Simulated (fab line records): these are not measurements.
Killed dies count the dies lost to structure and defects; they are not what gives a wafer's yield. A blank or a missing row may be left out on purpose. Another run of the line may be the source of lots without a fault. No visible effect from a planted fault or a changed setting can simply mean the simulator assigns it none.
Matching of chambers | flow sky130 | rie diel-04 running SKY_VIA3_ETCH_14: 4 sister chambers
The step etches BARC in N2/H2, stops on SiO2, time 45.9 s, target depth 60 nm. 18 wafers are shown with their chamber, then 9 later ones without.

## WAFERS PAIRED WITH THEIR CHAMBERS
wafer  | chamber | drypump motor current A (A) | throttle valve pct (%) | oes product au (a.u.)
L077.2 | 1       | 5.69                        | 13.214                 | 0.849
L077.3 | 2       | 5.47                        | 13.212                 | 0.854
L077.4 | 3       | 5.64                        | 13.223                 | 0.849
L082.1 | 3       | 5.63                        | 13.213                 | 0.854
L082.5 | 1       | 5.69                        | 13.217                 | 0.855
L082.6 | 2       | 5.46                        | 13.228                 | 0.859
L083.1 | 2       | 5.46                        | 13.215                 | 0.861
L083.3 | 0       | 5.79                        | 13.228                 | 0.857
L083.4 | 1       | 5.70                        | 13.222                 | 0.854
L084.1 | 1       | 5.67                        | 13.221                 | 0.859
L084.2 | 3       | 5.64                        | 13.223                 | 0.854
L084.6 | 2       | 5.46                        | 13.225                 | 0.856
L085.1 | 1       | 5.66                        | 13.221                 | 0.851
L085.3 | 2       | 5.47                        | 13.222                 | 0.852
L085.4 | 0       | 5.76                        | 13.227                 | 0.859
L089.1 | 2       | 5.43                        | 13.218                 | 0.847
L089.2 | 3       | 5.63                        | 13.224                 | 0.854
L089.6 | 3       | 5.65                        | 13.212                 | 0.857

SIGNATURES (averages over the wafers above)
reading                 | chamber 0 | chamber 1 | chamber 2 | chamber 3 | scatter within a chamber
drypump motor current A | 5.7750    | 5.6820    | 5.4583    | 5.6380    | 0.0144
throttle valve pct      | 13.22750  | 13.21900  | 13.22000  | 13.21900  | 0.00517
oes product au          | 0.85800   | 0.85360   | 0.85483   | 0.85360   | 0.00398
Rule: distance of a wafer from a chamber = root of the sum over the readings of ((wafer's reading minus chamber's mean) / reading's scatter) squared. The wafer belongs to the nearest chamber; if the next one is less than 2 further off, it can't be placed. The scatter: take each reading less its chamber's mean, square it, sum over the shown wafers, divide by the number of wafers less the number of chambers, and take the root.

## WAFERS MISSING THEIR CHAMBER
wafer  | drypump motor current A (A) | throttle valve pct (%) | oes product au (a.u.)
L090.3 | 5.67                        | 13.227                 | 0.850
L090.5 | 5.68                        | 13.198                 | 0.843
L090.6 | 5.78                        | 13.220                 | 0.852
L091.2 | 5.46                        | 13.211                 | 0.854
L091.3 | 5.76                        | 13.229                 | 0.857
L091.5 | 5.70                        | 13.230                 | 0.848
L095.1 | 5.69                        | 13.215                 | 0.852
L095.4 | 5.78                        | 13.224                 | 0.855
L095.6 | 5.68                        | 13.225                 | 0.860

## WHICH CHAMBER EACH WENT THROUGH
wafer  | from the rows above     | in truth
L090.3 | can't be placed: 1 or 3 | 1
L090.5 | can't be placed: 1 or 3 | 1
L090.6 | 0                       | 0
L091.2 | 2                       | 2
L091.3 | 0                       | 0
L091.5 | 1                       | 1
L095.1 | 1                       | 1
L095.4 | 0                       | 0
L095.6 | can't be placed: 1 or 3 | 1
Correctly placed: 6 of 9. These rows do not allow placing 3 (true chamber among the candidates in 3). 0 placed wrongly.
